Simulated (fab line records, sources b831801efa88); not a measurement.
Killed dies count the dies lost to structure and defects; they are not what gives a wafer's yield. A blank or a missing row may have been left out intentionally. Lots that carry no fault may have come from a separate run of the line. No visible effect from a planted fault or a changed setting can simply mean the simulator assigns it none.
Which tool is to blame? ; flow gf180mcu ; Sampling: 6 lots, 18 wafers, 3 of 602 route steps

## WHAT EACH GAUGE READ, for each wafer
GF_SALICIDE_RS_MEAS_04: uses a four-point probe to measure.
lot;measured;on;SALICIDE_TIN_RS (ohm/sq)
L490;day 15 07:43;film_metro-02;16.16 16.29 16.39
L497;day 17 19:51;film_metro-04;55.67 55.08 55.40
L500;day 19 04:38;film_metro-01;16.57 16.66 16.35
L505;day 20 19:11;film_metro-02;16.23 16.32 16.34
L507;day 21 06:29;film_metro-01;16.32 15.93 16.01
L511;day 23 08:29;film_metro-02;16.24 15.79 15.88

## WHICH TOOL RAN EACH LOT (tool, then ch and the chambers of the sampled wafers, then the start)
lot;GF_PSD_STRIP_10;GF_SALICIDE_SPUTTER_02
L490;plasma_asher-02 ch 0,1, day 14 09:19;pvd_sputter-02, day 15 07:38
L497;plasma_asher-02 ch 0,1, day 16 20:47;pvd_sputter-03, day 17 19:47
L500;plasma_asher-03 ch 0,1, day 18 03:41;pvd_sputter-02, day 19 04:35
L505;plasma_asher-04 ch 0,1, day 19 18:44;pvd_sputter-01, day 20 19:06
L507;plasma_asher-04 ch 0,1, day 20 06:01;pvd_sputter-01, day 21 06:25
L511;plasma_asher-04 ch 0,1, day 22 08:37;pvd_sputter-03, day 23 08:25
- GF_PSD_STRIP_10: strips in O2/N2.
- GF_SALICIDE_SPUTTER_02: material Co, target thk 10 nm, time 20 s.

## THE ANSWER, worked out from the rows above alone
Rule: the lots themselves supply what counts as usual. Put in order of their means at a reading, lots are off if they are a third of the lots or fewer, leave a main group of 4 or more, and stand apart from it by a gap of 3 or more times the standard deviation of the main group's means; of several such gaps the widest counts. Not used: any main group whose means are identical at the precision the tables above print for the reading. A lot without any number at a reading at which 4 lots or more have one is off too. The other lots that the step has rows for count as sound.
Off: L497, at GF_SALICIDE_RS_MEAS_04 (SALICIDE_TIN_RS). The main group: mean 16.23 ohm/sq, standard deviation 0.19.
A tool fits if, at a process step before that reading, it ran every lot that is off, and no sound lot after the first of them. Gauges at GF_SALICIDE_RS_MEAS_04: tried the same way as those tools. 2 tools fit, plasma_asher-02 at GF_PSD_STRIP_10 and film_metro-04 at GF_SALICIDE_RS_MEAS_04, so this cannot tell which one it is.

## WHAT THE SIMULATOR PUT IN
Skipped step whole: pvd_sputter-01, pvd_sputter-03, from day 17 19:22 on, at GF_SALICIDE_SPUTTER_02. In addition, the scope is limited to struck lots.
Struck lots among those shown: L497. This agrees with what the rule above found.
